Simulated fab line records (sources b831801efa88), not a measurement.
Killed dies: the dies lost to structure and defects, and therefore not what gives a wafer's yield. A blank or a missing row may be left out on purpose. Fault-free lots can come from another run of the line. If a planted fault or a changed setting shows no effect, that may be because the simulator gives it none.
A struck lot beside a sound one	flow sky130	43 out of 708 route steps
Sound: wafers L389.2, L389.3, L389.4. Wafers struck: L399.1, L399.2, L399.4. At the end, the cause is stated.
Per side, at each step with rows, come the tool, then ch with its chambers, and then its first start. Under that, the readings that differ: sound wafers	struck wafers	difference of the means	sigmas: that difference in standard deviations of wafers without a fault.
alike: readings whose means differ by less than 2 such deviations, and words and numbers that are the same on both sides. not compared: withheld readings, readings that some wafer has no value for, bounds like >300 that may hide the same value, and numbers for which the record gives no deviation and whose values overlap.
Wherever a step has rows on one side only, a row that says differs or no value, or a row with sigmas, the two part there. When numbers do not overlap yet have no deviation, they are printed without sigmas and do not part them. A reading missing from all wafers of one side parts the sides only when that side holds two or more wafers.

first, 5 steps without rows for these wafers: SKY_LDD_N_COAT_02 (resist thk 300 nm); SKY_LDD_N_SOFTBAKE_03 (time 60 s); SKY_LDD_N_EXPOSE_04 (exposes mask NTM, target cd 840 nm); SKY_LDD_N_PEB_05; SKY_LDD_N_DEVELOP_06 (develop time 60 s).
SKY_LDD_N_OVL_MEAS_07:
  sound on overlay-01, day 21 12:40; struck on overlay-01, day 24 15:37
  alike: LDD_N_OVL
then, 6 steps without rows for these wafers: SKY_LDD_N_IMPLANT_08; SKY_LDD_N_IMPLANT_09; SKY_LDD_N_IMPLANT_10; SKY_LDD_N_IMPLANT_11; SKY_LDD_N_IMPLANT_12; SKY_LDD_N_IMPLANT_13.
SKY_LDD_N_IMPLANT_14:
  sound on implanter-02 ch 0, day 21 13:37; struck on implanter-03 ch 0, day 24 16:32
following that, these wafers have no rows for 1 step: SKY_LDD_N_IMPLANT_15.
SKY_LDD_N_STRIP_16: strips in O2/N2.
  sound on plasma asher-02 ch 0,1, day 21 13:53; struck on plasma asher-01 ch 0,1, day 24 16:50
  alike: drypump motor current A, n2 flow sccm, o2 flow sccm, oes product au, strip time to endpoint s
  not compared: rf hours counter h
SKY_LDD_N_TW_MEAS_17:
  sound on film metro-01, day 21 14:00; struck on film metro-03, day 24 16:56
  alike: LDD_N_TW
then, 7 steps without rows for these wafers: SKY_LDD_P_DEHYDRATE_00 (time 60 s); SKY_LDD_P_HMDS_01 (prime time 60 s); SKY_LDD_P_COAT_02 (resist thk 1140 nm); SKY_LDD_P_SOFTBAKE_03 (time 60 s); SKY_LDD_P_EXPOSE_04 (exposes mask PSDM, target cd 380 nm); SKY_LDD_P_PEB_05; SKY_LDD_P_DEVELOP_06 (develop time 60 s).
SKY_LDD_P_CD_MEAS_07: the cd target is 380 nm.
  sound on cd sem-01, day 22 20:19; struck on cd sem-01, day 25 22:13
  alike: cd nm
SKY_LDD_P_OVL_MEAS_08:
  sound on overlay-02, day 22 20:26; struck on overlay-01, day 25 22:20
  alike: LDD_P_OVL
following that, these wafers have no rows for 1 step: SKY_LDD_P_IMPLANT_09.
SKY_LDD_P_STRIP_10: strips in O2/N2.
  sound on plasma asher-02 ch 0,1, day 22 20:37; struck on plasma asher-03 ch 0,1, day 25 22:31
  alike: drypump motor current A, n2 flow sccm, o2 flow sccm, oes product au, strip time to endpoint s
  not compared: rf hours counter h
SKY_LDD_P_TW_MEAS_11:
  sound on film metro-01, day 22 20:43; struck on film metro-02, day 25 22:37
  alike: LDD_P_TW
then, 7 steps without rows for these wafers: SKY_LDD_HVN_DEHYDRATE_00 (time 60 s); SKY_LDD_HVN_HMDS_01 (prime time 60 s); SKY_LDD_HVN_COAT_02 (resist thk 300 nm); SKY_LDD_HVN_SOFTBAKE_03 (time 60 s); SKY_LDD_HVN_EXPOSE_04 (exposes mask HVNTM, target cd 700 nm); SKY_LDD_HVN_PEB_05; SKY_LDD_HVN_DEVELOP_06 (develop time 60 s).
SKY_LDD_HVN_OVL_MEAS_07:
  sound on overlay-01, day 24 02:25; struck on overlay-02, day 27 02:04
  alike: LDD_HVN_OVL
following that, these wafers have no rows for 1 step: SKY_LDD_HVN_IMPLANT_08.
SKY_LDD_HVN_STRIP_09: strips in O2/N2.
  sound on plasma asher-01 ch 0,1, day 24 02:35; struck on plasma asher-01 ch 0,1, day 27 02:16
reading	sound	struck	difference	sigmas
n2 flow sccm (sccm)	299.1 298.8 299.3	299.8 300.4 302.4	+1.8	+2
  alike: drypump motor current A, o2 flow sccm, oes product au, strip time to endpoint s
  not compared: rf hours counter h
SKY_LDD_HVN_TW_MEAS_10:
  sound on film metro-04, day 24 02:42; struck on film metro-03, day 27 02:22
  alike: LDD_HVN_TW
then, 3 steps without rows for these wafers: SKY_LDD_HVP_DEHYDRATE_00 (time 60 s); SKY_LDD_HVP_HMDS_01 (prime time 60 s); SKY_LDD_HVP_COAT_02 (resist thk 300 nm).
-- a jump in the record: the struck wafers' starts before and after are 23 days apart (it breaks off in module LDD_HVP and resumes in module PAD_OPEN, where the first step shown is number 708 of the route) --
SKY_PAD_OPEN_PROBE_99:
  sound on prober-01, day 48 04:23; struck on prober-02, day 50 07:20
reading	sound	struck	difference	sigmas
model.etest.diode nwell sub.leak log10 a cm2	-7.342 -7.414 -7.343	-6.316 -6.256 -5.997	+1.177	
model.etest.diode dnwell sub.leak log10 a cm2	-7.455 -7.218 -7.311	-6.644 -5.933 -6.039	+1.123	
model.etest.diode pwell dnwell.leak log10 a cm2	-7.605 -7.654 -7.513	-6.781 -6.58 -6.747	+0.888	
model.etest.diode ndiff pwell hv.leak log10 a cm2	-6.619 -6.597 -6.683	-6.071 -6.221 -5.983	+0.541	
model.etest.diode ndiff pwell.leak log10 a cm2	-7.441 -7.096 -7.36	-6.61 -6.846 -6.875	+0.52	
model.etest.diode pdiff nwell hv.leak log10 a cm2	-6.621 -6.772 -6.59	-5.865 -5.95 -6.135	+0.678	
model.etest.diode pdiff nwell.leak log10 a cm2	-7.411 -7.365 -7.247	-6.696 -6.59 -6.656	+0.694	
model.etest.nfet_16v.off log10 a um	-13.78 -13.81 -13.76	-13.53 -13.28 -13.37	+0.39	
  alike: killed_at_M0_to_M3, killed_at_M4_up, killed at contacts, killed at front end, killed at other, killed dies, killed open, killed short

== WHERE THEY PART ==
At SKY_LDD_HVN_STRIP_09 and nowhere else, as far as this record goes. Later steps at which nothing parts them and some readings are alike: SKY_LDD_HVN_TW_MEAS_10, SKY_PAD_OPEN_PROBE_99.

WHY: whatever the simulator had introduced
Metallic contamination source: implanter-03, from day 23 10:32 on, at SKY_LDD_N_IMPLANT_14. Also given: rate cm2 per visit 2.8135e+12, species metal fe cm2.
